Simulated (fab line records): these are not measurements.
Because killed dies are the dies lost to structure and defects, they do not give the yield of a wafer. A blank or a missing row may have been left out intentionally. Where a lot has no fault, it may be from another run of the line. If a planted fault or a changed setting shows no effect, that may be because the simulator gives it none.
Which tool was responsible? | flow gf180mcu | 6 lots with 18 wafers sampled at 2 steps, on a route of 602 steps

== WHAT THE GAUGES SHOWED, per wafer ==
GF_CONTACT_BOW_MEAS_05.
lot  | measured     | on            | CONTACT_BOW (um)
L445 | day 15 20:20 | film-metro-03 | 76 67 61
L449 | day 17 00:31 | film-metro-04 | 67 61 64
L451 | day 17 20:16 | film-metro-03 | 55 64 56
L454 | day 18 19:01 | film-metro-01 | 59 62 65
L458 | day 20 07:54 | film-metro-03 | 71 73 68
L467 | day 23 07:11 | film-metro-01 | 66 65 62

== EACH LOT AND THE TOOL THAT RAN IT (in order: tool; ch and the chambers of the sampled wafers; start) ==
lot  | GF_CONTACT_CVD_02
L445 | pecvd-01 ch 0,1,2, day 15 19:55
L449 | pecvd-04 ch 0,2, day 17 00:02
L451 | pecvd-01 ch 0,2, day 17 19:50
L454 | pecvd-01 ch 0,2, day 18 18:35
L458 | pecvd-01 ch 1,2, day 20 07:28
L467 | pecvd-04 ch 0,2, day 23 06:45
- GF_CONTACT_CVD_02: deposits SiO2 from TEOS, target thk 860 nm, time 95.992 s.

== THE ANSWER, worked out from the rows above alone ==
Rule: what is usual is taken from the lots themselves. Put in order of their means at a reading, lots are off if they are a third of the lots or fewer, leave a main group of 4 or more, and stand apart from it by a gap of 3 or more times the standard deviation of the main group's means; of several such gaps the widest counts. A main group whose means are all the same, to the digits that the tables above print for the reading, isn't used. Also off: a lot with no number at a reading for which 4 or more lots have one. Any other lot the step has rows for is counted as sound.
No lot is off on any of the readings shown, so nothing can be concluded from this.

== WHAT HAD BEEN PUT IN BY THE SIMULATOR ==
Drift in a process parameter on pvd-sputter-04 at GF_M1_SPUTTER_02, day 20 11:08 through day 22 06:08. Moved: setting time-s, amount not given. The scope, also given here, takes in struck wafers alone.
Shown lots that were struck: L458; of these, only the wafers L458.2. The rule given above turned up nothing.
